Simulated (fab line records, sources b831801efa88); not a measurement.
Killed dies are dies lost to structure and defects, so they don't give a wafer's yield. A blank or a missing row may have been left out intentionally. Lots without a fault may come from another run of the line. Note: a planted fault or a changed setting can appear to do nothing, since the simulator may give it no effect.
Commonality check across tools | flow gf180mcu | 33 wafers sampled across 11 lots

## WHY IT WAS OPENED
2 of 11 lots carry a flag on the reading PSD_TW at GF_PSD_TW_MEAS_11. Wafers without a fault read 3171, standard deviation 36.
Rule: a lot is flagged in two cases, either no wafer of it has a number, or all its wafers with numbers fall more than 4 standard deviations from that mean. The other lots count as sound.

lot  | measured     | on            | PSD_TW, wafer by wafer | flag
L807 | day 14 04:46 | film metro-03 | 3201 3205 3197         |
L812 | day 15 21:52 | film metro-04 | 3183 3163 3166         |
L813 | day 16 16:31 | film metro-01 | 3151 3162 3141         |
L816 | day 17 12:37 | film metro-01 | 3120 3123 3131         |
L817 | day 17 22:04 | film metro-03 | 3210 3220 3210         |
L818 | day 18 03:07 | film metro-01 | 3129 3118 3109         |
L819 | day 18 15:17 | film metro-04 | 3208 3209 3215         |
L820 | day 18 16:43 | film metro-04 | 3199 3219 3206         |
L821 | day 19 08:30 | film metro-03 | 3450 3443 3438         | FLAGGED
L822 | day 19 17:55 | film metro-04 | 3451 3474 3468         | FLAGGED
L830 | day 22 08:13 | film metro-04 | 3188 3172 3197         |
The numbers of the flagged lots are 3454 on average: +283 against the usual, or +8 standard deviations.

## WHICH TOOL EACH LOT WENT THROUGH
2 process steps preceding the reading are held in the record, out of 602 steps in the route. Each cell gives the tool, then ch followed by the chambers the sampled wafers passed through, then the start.
lot  | flag    | GF_PSD_IMPLANT_09               | GF_PSD_STRIP_10
L807 |         | implanter-04 ch 0, day 14 04:31 | plasma asher-04 ch 1, day 14 04:40
L812 |         | implanter-03 ch 0, day 15 21:37 | plasma asher-03 ch 0,1, day 15 21:46
L813 |         | implanter-03 ch 0, day 16 16:17 | plasma asher-03 ch 0,1, day 16 16:25
L816 |         | implanter-03 ch 0, day 17 12:22 | plasma asher-04 ch 0,1, day 17 12:31
L817 |         | implanter-03 ch 0, day 17 21:49 | plasma asher-03 ch 0,1, day 17 21:58
L818 |         | implanter-03 ch 0, day 18 02:53 | plasma asher-04 ch 0,1, day 18 03:00
L819 |         | implanter-03 ch 0, day 18 15:05 | plasma asher-04 ch 0,1, day 18 15:11
L820 |         | implanter-04 ch 0, day 18 16:28 | plasma asher-03 ch 0,1, day 18 16:37
L821 | FLAGGED | implanter-03 ch 0, day 19 08:15 | plasma asher-04 ch 0,1, day 19 08:24
L822 | FLAGGED | implanter-03 ch 0, day 19 17:40 | plasma asher-02 ch 0,1, day 19 17:49
L830 |         | implanter-01 ch 0, day 22 07:59 | plasma asher-04 ch 0,1, day 22 08:06
These steps, and what they do:
- GF_PSD_IMPLANT_09
- GF_PSD_STRIP_10: strips in O2/N2.
- GF_PSD_TW_MEAS_11

## FLAGGED OVER TOTAL, TOOL BY TOOL (the gauges that took the reading come last)
step              | tool            | lots run | flagged | share of the flagged lots | sound lots run after its first flagged lot
GF_PSD_IMPLANT_09 | implanter-01    | 1        | 0       | none                      | -
GF_PSD_IMPLANT_09 | implanter-03    | 8        | 2       | all                       | 0
GF_PSD_IMPLANT_09 | implanter-04    | 2        | 0       | none                      | -
GF_PSD_STRIP_10   | plasma asher-02 | 1        | 1       | some                      | 0
GF_PSD_STRIP_10   | plasma asher-03 | 4        | 0       | none                      | -
GF_PSD_STRIP_10   | plasma asher-04 | 6        | 1       | some                      | 1 (L830)
GF_PSD_TW_MEAS_11 | film metro-01   | 3        | 0       | none                      | -
GF_PSD_TW_MEAS_11 | film metro-03   | 3        | 1       | some                      | 0
GF_PSD_TW_MEAS_11 | film metro-04   | 5        | 1       | some                      | 1 (L830)

## THE TABLE: WHAT IT ALLOWS
Rows of the table that ran each flagged lot: 1, that is implanter-03 at GF_PSD_IMPLANT_09.
- implanter-03 at GF_PSD_IMPLANT_09 ran 8 lots, 2 of them flagged. A fault beginning between L819 (day 18 15:05), its last sound lot, and L821 (day 19 08:15), its first flagged one, fits the data. Its own readings (dose ions cm2, end station pressure torr, faraday current uA) fall more than 4 standard deviations out on all wafers of the flagged lots.
What remains is a single tool, implanter-03 at GF_PSD_IMPLANT_09.

## WHAT THE SIMULATOR HAD PUT IN
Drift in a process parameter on implanter-03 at GF_PSD_IMPLANT_09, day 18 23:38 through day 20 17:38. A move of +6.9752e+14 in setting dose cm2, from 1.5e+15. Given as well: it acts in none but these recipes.
Shown lots that were struck: L821, L822. Same finding as the rule above.
